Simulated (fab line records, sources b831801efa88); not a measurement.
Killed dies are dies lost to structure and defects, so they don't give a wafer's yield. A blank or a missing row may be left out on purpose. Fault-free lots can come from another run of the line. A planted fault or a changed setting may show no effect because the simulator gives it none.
2 desks looking at one fault	flow gf180mcu	only its own numbers are on each desk; what lay behind them is given at the end

== TOOL OWNER'S DESK, cmp-01 ==
The tool's own readings at GF_CONTACT_CMP_27 (polishes, stops on SiO2, t overpolish 15 s, target thk 0 nm): means of the sampled wafers that have a number, for each lot that ran on this tool. If a lot's mean is further than 4 standard deviations from the usual mean, the lot is out of limits and carries the mark OUT (the distance appears in the brackets).
Columns: A = head-pressure-psi at GF_CONTACT_CMP_27, usual 3.500 psi; B = motor-current-A at GF_CONTACT_CMP_27, usual 10.9 A; C = overpolish-run-s at GF_CONTACT_CMP_27, usual 15.002 s; D = slurry-flow-ml-min at GF_CONTACT_CMP_27, usual 149.9; E = time-to-endpoint-s at GF_CONTACT_CMP_27, usual 75 s
lot	first seen here	A	B	C	D	E
L693	day 17 11:32	3.499	11.1	15.006	149.6	76
L694	day 17 23:17	3.500	11.4	15.003	150.1	72
L695	day 18 00:58	3.495	11.3	14.996	150.3	74
L699	day 19 03:06	2.656 (-99 or more) OUT	9.2	14.991	150.0	93 (+5.0) OUT
L698	day 19 03:20	2.660 (-99 or more) OUT	9.9	15.007	150.4	93 (+5.2) OUT
L703	day 20 19:56	2.658 (-99 or more) OUT	9.1	13.940 (-99 or more) OUT	150.1	98 (+6.7) OUT
L711	day 23 08:17	3.501	11.2	15.005	150.1	74
L714	day 23 17:29	3.508	11.0	15.008	149.9	70
Finding of this desk: L698, L699, L703 out of limits; the first was L699 at day 19 03:06, on head-pressure-psi at GF_CONTACT_CMP_27. Within limits: L693, L694, L695, L711, L714.

== THE METROLOGY DESK ==
Lot by lot, what the gauges showed, no matter which tool ran the lot: averages of those sampled wafers that carry a number. If a lot's mean is further than 4 standard deviations from the usual mean, the lot is out of limits and carries the mark OUT (the distance appears in the brackets).
Columns: A = M1_ALCU_RS at GF_M1_RS_MEAS_05, usual 0.0694 ohm/sq; B = M1_ALCU_THK at GF_M1_THK_MEAS_06, usual 452 nm
lot	first seen here	A	B
L693	day 17 12:03	0.0697	451
L694	day 17 23:43	0.0701	448
L695	day 18 01:26	0.0689	457
L699	day 19 03:28	0.0702	449
L698	day 19 03:52	0.0682	457
L703	day 20 20:28	0.0688	451
L704	day 20 23:19	0.0691	455
L705	day 21 07:33	0.0695	453
L706	day 21 19:40	0.0686	460
L707	day 22 05:40	0.0692	457
L711	day 23 08:43	0.0692	456
L712	day 23 10:53	0.0703	449
L713	day 23 16:33	0.0685	451
L714	day 23 17:55	0.0695	454
Finding of this desk: none of the 14 lots has anything out of limits.

== PUT TOGETHER ==
An alarm could have come from the tool owner's desk at day 19 03:06, on L698, L699, L703.
From the metrology desk's view, nothing was out of limits.
The metrology desk holds a record of L698, L699, L703, inside its limits.
Of the lots named, all ran GF_CONTACT_CMP_27 on cmp-01.

== WHAT THE SIMULATOR HAD PUT IN ==
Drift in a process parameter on cmp-01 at GF_CONTACT_CMP_27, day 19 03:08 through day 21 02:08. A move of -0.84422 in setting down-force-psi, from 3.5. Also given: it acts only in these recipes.
Shown lots that were struck: L698, L699, L703.
